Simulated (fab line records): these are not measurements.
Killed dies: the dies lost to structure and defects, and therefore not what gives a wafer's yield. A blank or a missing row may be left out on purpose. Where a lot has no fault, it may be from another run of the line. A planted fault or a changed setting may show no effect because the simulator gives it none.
What tool caused it? + flow sky130 + 11 lots, 33 wafers sampled, at 4 steps of a route of 708

WHAT EACH GAUGE READ, for each wafer
SKY_CAPM_THK_MEAS_01.
| lot  | measured     | on            | CAPM_CVD_00_THK (nm)                |
|------|--------------|---------------|-------------------------------------|
| L821 | day 36 00:35 | film_metro-03 | 15.64 15.81 16.00                   |
| L824 | day 38 07:20 | film_metro-03 | 15.52 15.45 15.27                   |
| L826 | day 38 07:41 | film_metro-03 | 15.53 15.71 15.90                   |
| L825 | day 38 08:32 | film_metro-01 | 15.15 15.35 15.75                   |
| L828 | day 38 15:00 | film_metro-01 | 15.40 15.63 15.67                   |
| L833 | day 40 09:03 | film_metro-03 | 15.43 15.73 15.41                   |
| L838 | day 41 15:05 | film_metro-01 | 15.12 15.19 15.50                   |
| L839 | day 41 22:43 | film_metro-03 | 15.16 15.45 11.78 15.18 15.47 11.78 |
| L840 | day 42 07:28 | film_metro-03 | 15.49 11.76 15.65 15.49 11.80 15.67 |
| L841 | day 42 15:25 | film_metro-04 | 15.45 15.38 15.57                   |
| L842 | day 42 17:43 | film_metro-03 | 15.31 15.22 15.44                   |

WHICH TOOL RAN EACH LOT (tool, then ch and the chambers of the sampled wafers, then the start)
| lot  | SKY_VIA2_SPUTTER_20          | SKY_METAL3_SPUTTER_02        | SKY_CAPM_CVD_00                 |
|------|------------------------------|------------------------------|---------------------------------|
| L821 | pvd_sputter-02, day 35 23:44 | pvd_sputter-04, day 36 00:27 | pecvd-02 ch 0,2, day 36 00:33   |
| L824 | pvd_sputter-02, day 38 06:28 | pvd_sputter-01, day 38 07:11 | pecvd-04 ch 0,1,2, day 38 07:18 |
| L826 | pvd_sputter-03, day 38 06:49 | pvd_sputter-03, day 38 07:32 | pecvd-02 ch 0,1, day 38 07:39   |
| L825 | pvd_sputter-02, day 38 07:41 | pvd_sputter-04, day 38 08:25 | pecvd-03 ch 0,2, day 38 08:31   |
| L828 | pvd_sputter-04, day 38 14:09 | pvd_sputter-01, day 38 14:52 | pecvd-02 ch 0,1,2, day 38 14:59 |
| L833 | pvd_sputter-02, day 40 08:11 | pvd_sputter-03, day 40 08:55 | pecvd-03 ch 1,2, day 40 09:01   |
| L838 | pvd_sputter-02, day 41 12:35 | pvd_sputter-04, day 41 14:53 | pecvd-03 ch 0,2, day 41 14:59   |
| L839 | pvd_sputter-04, day 41 21:52 | pvd_sputter-03, day 41 22:35 | pecvd-02 ch 0,1, day 41 22:41   |
| L840 | pvd_sputter-02, day 42 06:37 | pvd_sputter-03, day 42 07:20 | pecvd-02 ch 0,1, day 42 07:26   |
| L841 | pvd_sputter-02, day 42 14:34 | pvd_sputter-03, day 42 15:17 | pecvd-04 ch 0,1,2, day 42 15:23 |
| L842 | pvd_sputter-03, day 42 16:45 | pvd_sputter-04, day 42 17:35 | pecvd-04 ch 0,2, day 42 17:41   |
- SKY_VIA2_SPUTTER_20: material TiN, target thk 20 nm, time 80 s.
- SKY_METAL3_SPUTTER_02: material AlCu, target thk 735 nm, time 39.1 s.
- SKY_CAPM_CVD_00: deposits SiO2, target thk 15.5 nm.

THE ANSWER, worked out from the rows above alone
Rule: what is usual is taken from the lots themselves. Put in order of their means at a reading, lots are off if they are a third of the lots or fewer, leave a main group of 4 or more, and stand apart from it by a gap of 3 or more times the standard deviation of the main group's means; of several such gaps the widest counts. A main group is skipped when, at the precision printed for the reading in the tables above, its means are all equal. Also off: a lot with no number at a reading for which 4 or more lots have one. The other lots that the step has rows for count as sound.
Off: L839, L840, seen at SKY_CAPM_THK_MEAS_01 (CAPM_CVD_00_THK). Main group: mean 15.50 nm, sd 0.17.
If a tool, at a process step before that reading, ran all the lots that are off and no sound lot after the first of them, it fits. Those tools and the gauges at SKY_CAPM_THK_MEAS_01 are tried in the same way. One fits: SKY_CAPM_CVD_00 on pecvd-02. A fault onset in the window from L828 (day 38 14:59, its last sound lot) to L839 (day 41 22:41, its first lot off) fits.

WHAT THE SIMULATOR PUT IN
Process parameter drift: pecvd-02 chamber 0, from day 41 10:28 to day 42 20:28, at SKY_CAPM_CVD_00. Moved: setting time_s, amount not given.
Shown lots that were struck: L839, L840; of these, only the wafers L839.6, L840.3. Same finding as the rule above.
